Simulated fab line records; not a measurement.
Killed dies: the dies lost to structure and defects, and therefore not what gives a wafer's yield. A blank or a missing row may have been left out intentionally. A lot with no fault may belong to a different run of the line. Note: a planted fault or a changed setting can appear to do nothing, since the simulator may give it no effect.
fab line records + flow sfqLine
record:
- lots: 7
- wafers: 21
- lastDay: 91
route steps=325 shown R5@220 I5@228
lots untouched by any fault: they come from a run of this same line in which no faults occurred
startH: the number of hours between the record's first day and the start of the first shown wafer of the lot + waitH: hours elapsed since this lot's preceding step + " the same as in the row above + L1.1+2: a single row standing in for several wafers + - no value, or no start given + * or withheld: withheld + < > ~ a bound
route shown NAME@n: NAME is a module with steps in the file, n the number in the route of the first one + usual: mean/standard deviation of fault-free wafers + same: alike in all rows + chamber/n: place in a boat + sites: per-site readings + _std_site: standard deviation of those values + _edge_site: mean of outer sites minus mean of inner sites + radiusMm: how far each site lies from the wafer's centre + mask NAME#n: copy n + behind: the most recent tool/chamber to have shaped the wafer + hold: why the lot was held/for how many hours/how that ended + device: names the non-switching transistor (n, p or np) + end of line: tests run on the same wafers once the route is complete + step lacking rows: just its recipe + killed: at the first sort, the dies lost to defects and structure; wafer yield is something else + map: dies across one wafer; x = killed, . = not, _ = none there
set.NAME: the setting that was run; set.NAME@STEP: the one run at that earlier step + model.NAME: the simulator's own value behind a step, which no gauge read
lots at some steps of the route; a table a step, a row a wafer
services: from which hour (startH, from the record's first day; less than 0 if before it) a tool's chamber was out of use, for how many hours, and why
== steps ==
step: SFQ_TRILAYER_R5_LITHO_EXPOSE_137
recipe:
- maskId: R5
- na: 0.6
- sourceShape: conventional
- sigmaOuter: 0.65
- targetCdNm: 500
- doseMj: 14.4
step: SFQ_TRILAYER_R5_LITHO_PEB_139
recipe:
- pebTempC: 115
- pebTimeS: 60
- resist: KrF
step: SFQ_TRILAYER_R5_LITHO_DEVELOP_138
recipe:
- timeS: 60
- resist: KrF
step: SFQ_R5_OVL_MEAS_935
usual:
- R5_OVL: 3/4.7
| lot.wafer | tool       | chamber | startH  | waitH | R5_OVL[nm] |
|-----------|------------|---------|---------|-------|------------|
| L821.4    | overlay-01 | -       | 1470.82 | 0.1   | 0          |
| L821.5    | "          | -       | "       | "     | 3          |
| L821.6    | "          | -       | "       | "     | 6          |
| L829.2    | overlay-01 | -       | 1641.83 | 0.1   | 11         |
| L829.4    | "          | -       | "       | "     | 8          |
| L829.6    | "          | -       | "       | "     | 5          |
| L831.3    | overlay-01 | -       | 1645.24 | 0.1   | 2          |
| L831.4    | "          | -       | "       | "     | 0          |
| L831.6    | "          | -       | "       | "     | 5          |
| L832.2    | overlay-01 | -       | 1646.43 | 0.1   | -3         |
| L832.3    | "          | -       | "       | "     | -5         |
| L832.5    | "          | -       | "       | "     | -8         |
| L833.1    | overlay-02 | -       | 1647.62 | 0.1   | 2          |
| L833.2    | "          | -       | "       | "     | 7          |
| L833.5    | "          | -       | "       | "     | 2          |
| L839.1    | overlay-02 | -       | 1799.70 | 0.1   | -2         |
| L839.2    | "          | -       | "       | "     | 1          |
| L839.4    | "          | -       | "       | "     | 6          |
| L843.2    | overlay-01 | -       | 1836.01 | 0.1   | 4          |
| L843.3    | "          | -       | "       | "     | 7          |
| L843.4    | "          | -       | "       | "     | 3          |
step: SFQ_TRILAYER_R5_BARC_OPEN_METAL_ETCH_177
recipe:
- maskMaterial: PR
- chemistry: O2
- targetDepthNm: 125
- target: BARC
- icpW: 600
- biasW: 80
- pressureMtorr: 10
- timeS: 41.7
usual:
- drypumpMotorCurrentA: 5.5/0.42
- oesProductAu: 0.684/0.0044
| lot.wafer | tool        | chamber | startH  | waitH | drypumpMotorCurrentA | oesProductAu | rfHoursCounterH |
|-----------|-------------|---------|---------|-------|----------------------|--------------|-----------------|
| L821.4    | rieMetal-04 | 0       | 1470.86 | 0.0   | 5.4                  | 0.686        | -               |
| L821.5    | "           | 0       | "       | "     | 5.4                  | 0.692        | -               |
| L821.6    | "           | 1       | "       | "     | 4.9                  | 0.682        | -               |
| L829.2    | rieMetal-04 | 0       | 1641.86 | 0.0   | 5.4                  | 0.685        | 50              |
| L829.4    | "           | 1       | "       | "     | 4.9                  | 0.684        | -               |
| L829.6    | "           | 0       | "       | "     | 5.4                  | 0.685        | -               |
| L831.3    | rieMetal-01 | 1       | 1645.29 | 0.0   | 5.8                  | 0.680        | -               |
| L831.4    | "           | 0       | "       | "     | 6.0                  | 0.692        | -               |
| L831.6    | "           | 1       | "       | "     | 5.8                  | 0.682        | -               |
| L832.2    | rieMetal-04 | 1       | 1646.46 | 0.0   | 4.9                  | 0.687        | 97              |
| L832.3    | "           | 0       | "       | "     | 5.4                  | 0.677        | -               |
| L832.5    | "           | 1       | "       | "     | 4.9                  | 0.685        | -               |
| L833.1    | rieMetal-01 | 1       | 1647.66 | 0.0   | 5.8                  | 0.691        | 43              |
| L833.2    | "           | 0       | "       | "     | 6.0                  | 0.686        | 86              |
| L833.5    | "           | 0       | "       | "     | 6.0                  | 0.681        | -               |
| L839.1    | rieMetal-01 | 1       | 1799.74 | 0.0   | 5.8                  | 0.674        | 62              |
| L839.2    | "           | 0       | "       | "     | 6.0                  | 0.679        | 105             |
| L839.4    | "           | 0       | "       | "     | 6.0                  | 0.681        | -               |
| L843.2    | rieMetal-04 | 0       | 1836.04 | 0.0   | 5.4                  | 0.686        | 74              |
| L843.3    | "           | 1       | "       | "     | 4.9                  | 0.684        | -               |
| L843.4    | "           | 0       | "       | "     | 5.4                  | 0.691        | -               |
step: SFQ_TRILAYER_R5_ETCH_METAL_ETCH_139
recipe:
- stopOn: SiO2
- maskMaterial: PR
- chemistry: Cl2
- targetDepthNm: 60
- icpW: 600
- biasW: 80
- pressureMtorr: 10
- timeS: 40
usual:
- drypumpMotorCurrentA: 5.5/0.42
- oesProductAu: 0.991/0.0064
| lot.wafer | tool        | chamber | startH  | waitH | drypumpMotorCurrentA | oesProductAu | rfHoursCounterH |
|-----------|-------------|---------|---------|-------|----------------------|--------------|-----------------|
| L821.4    | rieMetal-04 | 0       | 1470.92 | 0.0   | 5.4                  | 0.985        | -               |
| L821.5    | "           | 0       | "       | "     | 5.4                  | 0.981        | -               |
| L821.6    | "           | 1       | "       | "     | 4.9                  | 0.986        | -               |
| L829.2    | rieMetal-04 | 0       | 1641.92 | 0.0   | 5.4                  | 0.985        | 50              |
| L829.4    | "           | 1       | "       | "     | 4.9                  | 0.992        | -               |
| L829.6    | "           | 0       | "       | "     | 5.4                  | 1.004        | -               |
| L831.3    | rieMetal-01 | 1       | 1645.37 | 0.1   | 5.8                  | 0.996        | -               |
| L831.4    | "           | 0       | "       | "     | 6.0                  | 0.995        | -               |
| L831.6    | "           | 1       | "       | "     | 5.7                  | 0.995        | -               |
| L832.2    | rieMetal-04 | 1       | 1646.52 | 0.0   | 4.9                  | 0.991        | 97              |
| L832.3    | "           | 0       | "       | "     | 5.4                  | 0.994        | -               |
| L832.5    | "           | 1       | "       | "     | 4.9                  | 0.986        | -               |
| L833.1    | rieMetal-01 | 1       | 1647.74 | 0.1   | 5.8                  | 0.992        | 43              |
| L833.2    | "           | 0       | "       | "     | 6.0                  | 0.996        | 86              |
| L833.5    | "           | 0       | "       | "     | 6.0                  | 0.987        | -               |
| L839.1    | rieMetal-01 | 1       | 1799.80 | 0.0   | 5.7                  | 0.987        | 62              |
| L839.2    | "           | 0       | "       | "     | 6.0                  | 0.995        | 105             |
| L839.4    | "           | 0       | "       | "     | 6.0                  | 0.990        | -               |
| L843.2    | rieMetal-04 | 0       | 1836.10 | 0.0   | 5.4                  | 0.995        | 74              |
| L843.3    | "           | 1       | "       | "     | 4.9                  | 0.985        | -               |
| L843.4    | "           | 0       | "       | "     | 5.4                  | 0.989        | -               |
step: SFQ_TRILAYER_R5_STRIP_STRIP_140
recipe:
- gas: O2
- powerW: 200
- platenTempC: 40
- overashFraction: 0.65
- chemistry: O2
- pressureMtorr: 50
usual:
- drypumpMotorCurrentA: 5.5/0.42
- oesProductAu: 1.002/0.0075
| lot.wafer | tool        | chamber | startH  | waitH | drypumpMotorCurrentA | oesProductAu | rfHoursCounterH |
|-----------|-------------|---------|---------|-------|----------------------|--------------|-----------------|
| L821.4    | rieMetal-04 | 0       | 1471.15 | 0.2   | 5.4                  | 0.997        | -               |
| L821.5    | "           | 0       | "       | "     | 5.4                  | 0.990        | -               |
| L821.6    | "           | 1       | "       | "     | 5.0                  | 1.000        | -               |
| L829.2    | rieMetal-04 | 0       | 1641.98 | 0.0   | 5.4                  | 0.987        | 50              |
| L829.4    | "           | 1       | "       | "     | 5.0                  | 0.995        | -               |
| L829.6    | "           | 0       | "       | "     | 5.4                  | 0.992        | -               |
| L831.3    | rieMetal-01 | 1       | 1645.68 | 0.3   | 5.8                  | 1.006        | -               |
| L831.4    | "           | 0       | "       | "     | 6.0                  | 1.002        | -               |
| L831.6    | "           | 1       | "       | "     | 5.8                  | 1.015        | -               |
| L832.2    | rieMetal-04 | 1       | 1646.58 | 0.0   | 4.9                  | 1.006        | 97              |
| L832.3    | "           | 0       | "       | "     | 5.4                  | 1.006        | -               |
| L832.5    | "           | 1       | "       | "     | 4.9                  | 1.012        | -               |
| L833.1    | rieMetal-01 | 1       | 1647.82 | 0.1   | 5.8                  | 1.023        | 43              |
| L833.2    | "           | 0       | "       | "     | 6.0                  | 0.996        | 86              |
| L833.5    | "           | 0       | "       | "     | 6.0                  | 1.009        | -               |
| L839.1    | rieMetal-01 | 1       | 1799.85 | 0.0   | 5.8                  | 1.014        | 62              |
| L839.2    | "           | 0       | "       | "     | 6.1                  | 1.002        | 105             |
| L839.4    | "           | 0       | "       | "     | 6.0                  | 1.004        | -               |
| L843.2    | rieMetal-04 | 0       | 1836.16 | 0.0   | 5.4                  | 1.005        | 75              |
| L843.3    | "           | 1       | "       | "     | 4.9                  | 0.996        | -               |
| L843.4    | "           | 0       | "       | "     | 5.4                  | 1.008        | -               |
step: SFQ_TRILAYER_R5_STRIP_SOLV_CLEAN_141
recipe:
- chemistry: NMP
- tempC: 70
- timeS: 600
step: SFQ_TRILAYER_A5C_DEP_PECVD_142
recipe:
- material: SiO2
- tempC: 150
- timeS: 15.556
- pressureTorr: 2.4
- rfW: 183.3
- precursor: SiH4/N2O
- targetThkNm: 70
usual:
- heaterPowerW: 87/9.5
- throttleValvePct: 24.6/1.4
| lot.wafer | tool     | chamber | startH  | waitH | heaterPowerW | throttleValvePct |
|-----------|----------|---------|---------|-------|--------------|------------------|
| L821.4    | pecvd-02 | 0       | 1471.76 | 0.0   | 71           | 23.6             |
| L821.5    | "        | 1       | "       | "     | 92           | 22.5             |
| L821.6    | "        | 2       | "       | "     | 72           | 23.2             |
| L829.2    | pecvd-04 | 2       | 1642.75 | 0.0   | 86           | 27.2             |
| L829.4    | "        | 2       | "       | "     | 87           | 27.4             |
| L829.6    | "        | 0       | "       | "     | 89           | 26.3             |
| L831.3    | pecvd-04 | 0       | 1646.39 | 0.0   | 88           | 26.5             |
| L831.4    | "        | 1       | "       | "     | 95           | 24.8             |
| L831.6    | "        | 0       | "       | "     | 88           | 26.5             |
| L832.2    | pecvd-02 | 1       | 1647.35 | 0.0   | 82           | 22.9             |
| L832.3    | "        | 0       | "       | "     | 76           | 24.0             |
| L832.5    | "        | 2       | "       | "     | 77           | 23.7             |
| L833.1    | pecvd-03 | 2       | 1648.79 | 0.0   | 95           | 23.6             |
| L833.2    | "        | 1       | "       | "     | 79           | 23.5             |
| L833.5    | "        | 2       | "       | "     | 92           | 23.4             |
| L839.1    | pecvd-04 | 2       | 1800.63 | 0.0   | 80           | 26.8             |
| L839.2    | "        | 1       | "       | "     | 94           | 24.7             |
| L839.4    | "        | 1       | "       | "     | 100          | 25.1             |
| L843.2    | pecvd-04 | 2       | 1836.93 | 0.0   | 84           | 27.4             |
| L843.3    | "        | 0       | "       | "     | 89           | 26.2             |
| L843.4    | "        | 0       | "       | "     | 90           | 26.3             |
step: SFQ_TRILAYER_I5_LITHO_COAT_149
recipe:
- resist: BARC
- spinRpm: 3000
- resistThkNm: 62
step: SFQ_TRILAYER_I5_LITHO_COAT_144
recipe:
- resist: KrF
- spinRpm: 2944
- resistThkNm: 650
step: SFQ_TRILAYER_I5_LITHO_SOFTBAKE_148
recipe:
- tempC: withheld
- timeS: withheld
- resist: KrF
step: SFQ_TRILAYER_I5_LITHO_EXPOSE_145
recipe:
- maskId: I5
- na: 0.6
- sourceShape: conventional
- sigmaOuter: 0.65
- targetCdNm: 700
- doseMj: 21.3
same:
- na: 0.6
| lot.wafer  | tool          | chamber | startH  | waitH | mask | model.I5.overlayXNm |
|------------|---------------|---------|---------|-------|------|---------------------|
| L821.4+5+6 | krfScanner-02 | 0       | 1598.92 | -     | I5#0 | -11.57              |
| L829.2+4+6 | krfScanner-02 | 0       | 1649.60 | -     | I5#0 | 0.3506              |
| L831.3+4+6 | krfScanner-02 | 0       | 1653.40 | -     | I5#0 | 75.18               |
| L832.2+3+5 | krfScanner-02 | 0       | 1654.40 | -     | I5#0 | 72.01               |
| L833.1+2+5 | krfScanner-02 | 0       | 1655.40 | -     | I5#0 | 74.7                |
| L839.1+2+4 | krfScanner-01 | 0       | 1888.35 | -     | I5#0 | -2.943              |
| L843.2+3+4 | krfScanner-01 | 0       | 1919.75 | -     | I5#0 | 9.998               |
step: SFQ_TRILAYER_I5_LITHO_PEB_147
recipe:
- pebTempC: 115
- pebTimeS: 60
- resist: KrF
step: SFQ_TRILAYER_I5_LITHO_DEVELOP_146
recipe:
- timeS: 60
- resist: KrF
step: SFQ_I5_OVL_MEAS_936
usual:
- I5_OVL: -2/4.5
| lot.wafer | tool       | chamber | startH  | waitH | I5_OVL[nm] |
|-----------|------------|---------|---------|-------|------------|
| L821.4    | overlay-02 | -       | 1599.84 | 0.1   | -7         |
| L821.5    | "          | -       | "       | "     | -4         |
| L821.6    | "          | -       | "       | "     | -11        |
| L829.2    | overlay-01 | -       | 1650.90 | 0.1   | 2          |
| L829.4    | "          | -       | "       | "     | 0          |
| L829.6    | "          | -       | "       | "     | 4          |
| L831.3    | overlay-01 | -       | 1654.51 | 0.1   | 76         |
| L831.4    | "          | -       | "       | "     | 78         |
| L831.6    | "          | -       | "       | "     | 75         |
| L832.2    | overlay-01 | -       | 1655.70 | 0.1   | 73         |
| L832.3    | "          | -       | "       | "     | 77         |
| L832.5    | "          | -       | "       | "     | 73         |
| L833.1    | overlay-01 | -       | 1656.90 | 0.1   | 76         |
| L833.2    | "          | -       | "       | "     | 81         |
| L833.5    | "          | -       | "       | "     | 76         |
| L839.1    | overlay-01 | -       | 1889.85 | 0.1   | 2          |
| L839.2    | "          | -       | "       | "     | -9         |
| L839.4    | "          | -       | "       | "     | -5         |
| L843.2    | overlay-02 | -       | 1921.06 | 0.1   | 6          |
| L843.3    | "          | -       | "       | "     | 2          |
| L843.4    | "          | -       | "       | "     | 1          |
step: SFQ_TRILAYER_I5_BARC_OPEN_VIA_ETCH_200
recipe:
- maskMaterial: PR
- chemistry: O2
- targetDepthNm: 125
- target: BARC
- sourceW: 500
- biasW: 80
- pressureMtorr: 30
- timeS: 41.7
usual:
- drypumpMotorCurrentA: 5.9/0.32
- oesProductAu: 0.685/0.0045
| lot.wafer | tool       | chamber | startH  | waitH | drypumpMotorCurrentA | oesProductAu | rfHoursCounterH |
|-----------|------------|---------|---------|-------|----------------------|--------------|-----------------|
| L821.4    | rieDiel-03 | 3       | 1599.86 | 0.0   | 5.8                  | 0.679        | 0               |
| L821.5    | "          | 3       | "       | "     | 5.8                  | 0.689        | -               |
| L821.6    | "          | 2       | "       | "     | 5.4                  | 0.677        | -               |
| L829.2    | rieDiel-04 | 3       | 1650.93 | 0.0   | 5.4                  | 0.690        | 1               |
| L829.4    | "          | 0       | "       | "     | 6.0                  | 0.677        | 19              |
| L829.6    | "          | 2       | "       | "     | 6.0                  | 0.686        | -               |
| L831.3    | rieDiel-04 | 1       | 1654.53 | 0.0   | 6.0                  | 0.675        | 11              |
| L831.4    | "          | 3       | "       | "     | 5.4                  | 0.690        | 1               |
| L831.6    | "          | 0       | "       | "     | 6.0                  | 0.686        | -               |
| L832.2    | rieDiel-01 | 2       | 1655.73 | 0.0   | 5.9                  | 0.683        | 14              |
| L832.3    | "          | 3       | "       | "     | 6.1                  | 0.684        | 12              |
| L832.5    | "          | 3       | "       | "     | 6.1                  | 0.678        | -               |
| L833.1    | rieDiel-03 | 2       | 1656.93 | 0.0   | 5.4                  | 0.677        | 9               |
| L833.2    | "          | 3       | "       | "     | 5.8                  | 0.690        | 2               |
| L833.5    | "          | 2       | "       | "     | 5.4                  | 0.687        | -               |
| L839.1    | rieDiel-04 | 1       | 1889.89 | 0.0   | 5.9                  | 0.688        | 13              |
| L839.2    | "          | 3       | "       | "     | 5.3                  | 0.689        | 4               |
| L839.4    | "          | 0       | "       | "     | 6.0                  | 0.692        | 2               |
| L843.2    | rieDiel-04 | 1       | 1921.09 | 0.0   | 6.0                  | 0.679        | 13              |
| L843.3    | "          | 0       | "       | "     | 6.0                  | 0.687        | 2               |
| L843.4    | "          | 2       | "       | "     | 6.0                  | 0.679        | 1               |
== services ==
| tool          | chamber | startH  | hours | kind   |
|---------------|---------|---------|-------|--------|
| rieDiel-04    | -       | 1448.18 | 2.8   | pm     |
| krfScanner-02 | -       | 1456.46 | 3.6   | pm     |
| rieMetal-04   | -       | 1458.18 | 2.8   | pm     |
| rieDiel-04    | 1       | 1466.90 | 16.5  | repair |
| krfScanner-02 | -       | 1484.90 | 1.0   | pm     |
| krfScanner-02 | -       | 1485.90 | 0.8   | pm     |
| rieMetal-04   | -       | 1503.67 | 0.6   | repair |
| rieMetal-01   | -       | 1503.70 | 2.8   | pm     |
| krfScanner-02 | -       | 1551.30 | 1.3   | pm     |
| rieMetal-01   | 0       | 1576.86 | 2.7   | repair |
| rieMetal-04   | -       | 1598.76 | 1.4   | pm     |
| krfScanner-02 | -       | 1641.52 | 1.0   | pm     |
| krfScanner-02 | -       | 1724.75 | 1.9   | repair |
| krfScanner-02 | -       | 1726.68 | 0.8   | pm     |
| krfScanner-02 | -       | 1727.43 | 1.3   | pm     |
| rieMetal-04   | 0       | 1782.75 | 18.4  | repair |
| krfScanner-02 | -       | 1811.40 | 1.0   | pm     |
| rieMetal-04   | 1       | 1814.63 | 10.6  | repair |
| krfScanner-02 | -       | 1814.93 | 0.8   | pm     |
| rieMetal-04   | -       | 1824.08 | 0.1   | repair |
| krfScanner-02 | -       | 1871.43 | 0.3   | repair |
| krfScanner-02 | -       | 1874.22 | 0.6   | repair |
| krfScanner-02 | -       | 1886.10 | 4.0   | pm     |
| krfScanner-02 | -       | 1903.33 | 1.3   | pm     |
== key ==
firstSign:
- step: SFQ_I5_OVL_MEAS_936
- reading: I5_OVL
- direction: up
- sigmas: 17
- usual: -2
- struck: 76
effect none on later readings
modelEffect:
- step: SFQ_TRILAYER_I5_LITHO_EXPOSE_145
- value: I5.overlayXNm
- without: -2.478
- struck: 73.96
metAt SFQ_TRILAYER_I5_LITHO_EXPOSE_145
struckWafers L831.3,L831.4,L831.6,L832.2,L832.3,L832.5,L833.1,L833.2,L833.5
fault:
- kind: scannerMatchingOverlay
- tool: krfScanner-02
- chamber: -
- onsetH: 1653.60
- steps: SFQ_TRILAYER_I5_LITHO_EXPOSE_145
- offset: 76.439
